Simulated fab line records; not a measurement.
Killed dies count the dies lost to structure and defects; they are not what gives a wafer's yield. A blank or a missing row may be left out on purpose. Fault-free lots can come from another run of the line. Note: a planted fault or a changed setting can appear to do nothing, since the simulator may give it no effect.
A struck lot beside a sound one / flow sky130 / 19 steps out of a route of 708
Sound: wafers L911.1, L911.5, L911.6. Struck: wafer L910.3 (L910.2, L910.6, from the same lot, were not struck and are left out); the cause is given at the end.
Per side, at each step with rows, come the tool, then ch with its chambers, and then its first start. Under that, the readings that differ: sound wafers / struck wafers / difference of the means / sigmas: that difference in standard deviations of wafers without a fault.
alike: a reading whose means differ by less than 2 such deviations, as well as words and numbers matching on both sides. not compared: withheld readings; readings where some wafer has no value; bounds like >300 that might hide an equal value; numbers whose values overlap and for which the record gives no deviation.
Wherever a step has rows on one side only, a row that says differs or no value, or a row with sigmas, the two part there. When numbers do not overlap yet have no deviation, they are printed without sigmas and do not part them. Lack of a reading on every wafer of one side parts them only where that side has two or more wafers.

SKY_RES_PROTECT_STRIP_07: strips in O2/N2.
  sound on plasma-asher-02 ch 0,1, day 19 15:34; struck on plasma-asher-03 ch 1, day 19 05:19
reading=strip-time-to-endpoint-s (s); sound=23.31 23.33 23.29; struck=23.21; difference=-0.10; sigmas=-2
  alike: drypump-motor-current-A, oes-product-au
  not compared: rf-hours-counter-h
SKY_RES_PROTECT_TW_MEAS_08:
  sound on film-metro-04, day 19 15:40; struck on film-metro-01, day 19 05:25
  alike: POLY_GATE_TW
then, 2 steps without rows for these wafers: SKY_RES_PROTECT_CLEAN_09 (cleans in SC1/SC2, time 150 s); SKY_POLY_GATE_CVD_03 (deposits Si3N4 from DCS/NH3, target thk 75 nm, time 1290 s).
SKY_POLY_GATE_THK_MEAS_04:
  sound on film-metro-01, day 19 17:08; struck on film-metro-01, day 19 06:53
  alike: POLY_GATE_CVD_03_THK
then, 7 steps without rows for these wafers: SKY_POLY_GATE_DEHYDRATE_05 (time 60 s); SKY_POLY_GATE_HMDS_06 (prime time 60 s); SKY_POLY_GATE_COAT_07 (resist thk 110 nm); SKY_POLY_GATE_COAT_08 (resist thk 450 nm); SKY_POLY_GATE_SOFTBAKE_09 (time 90 s); SKY_POLY_GATE_EXPOSE_10 (exposes mask P1M, target cd 150 nm); SKY_POLY_GATE_PEB_11.
SKY_POLY_GATE_DEVELOP_12: develop time 60 s.
  sound on litho-track-01 ch 0, day 21 00:00; struck on litho-track-02 ch 0, day 20 13:00
SKY_POLY_GATE_CD_MEAS_13: target cd 150 nm.
  sound on cd-sem-02, day 21 00:19; struck on cd-sem-02, day 20 13:38
  alike: cd-nm
SKY_POLY_GATE_OVL_MEAS_14:
  sound on overlay-01, day 21 00:26; struck on overlay-02, day 20 13:45
  alike: POLY_GATE_OVL
SKY_POLY_GATE_ETCH_15: etches BARC in N2/H2, stops on SiO2, time 118.5 s, target depth 110 nm.
  sound on rie-diel-04 ch 1,2,3, day 21 00:29; struck on rie-diel-04 ch 0, day 20 13:47
reading=model.POLY_GATE.cd-nm (nm); sound=149.4 148.4 150.2; struck=147.2; difference=-2.1; sigmas=
  alike: drypump-motor-current-A, oes-product-au, throttle-valve-pct
  not compared: rf-hours-counter-h
SKY_POLY_GATE_ETCH_16: etches Si3N4 in CH3F/O2, stops on poly-Si, time 147.5 s, target depth 75 nm.
  sound on rie-diel-04 ch 1,2,3, day 21 00:34; struck on rie-diel-04 ch 0, day 20 13:52
reading=model.POLY_GATE.cd-nm (nm); sound=149.4 148.4 150; struck=147.4; difference=-1.9; sigmas=
  alike: drypump-motor-current-A, oes-product-au, throttle-valve-pct
  not compared: rf-hours-counter-h
SKY_POLY_GATE_ETCH_17: etches poly-Si in HBr/Cl2, stops on SiO2, target depth 180 nm, time 70.5 s.
  sound on rie-si-01 ch 0,1, day 21 00:40; struck on rie-si-02 ch 0, day 20 13:58
  alike: HBr_flow_sccm, drypump-motor-current-A, mfc-cl2-sccm, oes-product-au, throttle-valve-pct
  not compared: rf-hours-counter-h
SKY_PAD_OPEN_PROBE_99:
  the record has rows for the sound wafers here (prober-01, day 48 19:22) and none for the struck ones

WHERE THEY PART
Last at SKY_PAD_OPEN_PROBE_99 as far as this record goes, first at SKY_RES_PROTECT_STRIP_07.

WHY: what had been put in by the simulator
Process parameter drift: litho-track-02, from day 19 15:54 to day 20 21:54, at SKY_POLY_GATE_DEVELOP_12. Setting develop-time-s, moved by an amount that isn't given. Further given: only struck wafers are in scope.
